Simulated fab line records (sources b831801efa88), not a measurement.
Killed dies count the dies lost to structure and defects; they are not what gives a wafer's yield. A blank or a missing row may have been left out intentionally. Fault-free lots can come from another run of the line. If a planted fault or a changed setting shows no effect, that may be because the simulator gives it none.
Chamber matching	flow gf180mcu	GF_V3_CMP_26 on cmp-01 has 4 sister chambers
The step polishes, stops on SiO2, t overpolish 15 s, target thk 0 nm. 8 wafers are shown with their chamber, then 7 later ones without.

== EACH WAFER AND ITS CHAMBER ==
wafer	chamber	motor current A (A)	time to endpoint s (s)
L432.3	0	10.0	86
L432.5	0	11.1	85
L434.3	1	11.6	92
L434.4	3	11.4	81
L442.3	3	10.8	80
L442.6	2	9.9	81
L443.1	2	10.0	86
L443.2	1	10.4	86

== WAFERS WHOSE CHAMBER IS MISSING ==
wafer	motor current A (A)	time to endpoint s (s)
L443.5	11.2	89
L445.1	11.5	84
L445.2	10.2	83
L445.4	10.8	90
L447.1	11.3	88
L447.5	9.8	83
L447.6	11.5	85

== THE CHAMBER EACH PASSED THROUGH ==
wafer	from the rows above	in truth
L443.5	can't be placed: 1 or 0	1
L445.1	can't be placed: 3 or 0 or 1 or 2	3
L445.2	can't be placed: 2 or 0 or 3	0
L445.4	can't be placed: 1 or 0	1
L447.1	can't be placed: 1 or 0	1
L447.5	can't be placed: 2 or 0 or 3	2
L447.6	can't be placed: 0 or 1 or 3 or 2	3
0 of 7 placed correctly. Not placeable from these rows: 7 (in 7, the candidates include the true chamber). Number placed wrongly: 0.
How it was worked out, from the rows above alone: a wafer's distance from a chamber is the root of the sum, over the readings, of the square of ((its reading less the chamber's mean) divided by the reading's scatter). If the next closest chamber is less than 2 further off than the closest, the wafer can't be placed; otherwise it belongs to the closest. A chamber's mean is the mean of its shown wafers. The scatter is the square root of a quotient: the sum, over the shown wafers, of each reading's squared deviation from its chamber's mean, divided by wafers minus chambers.
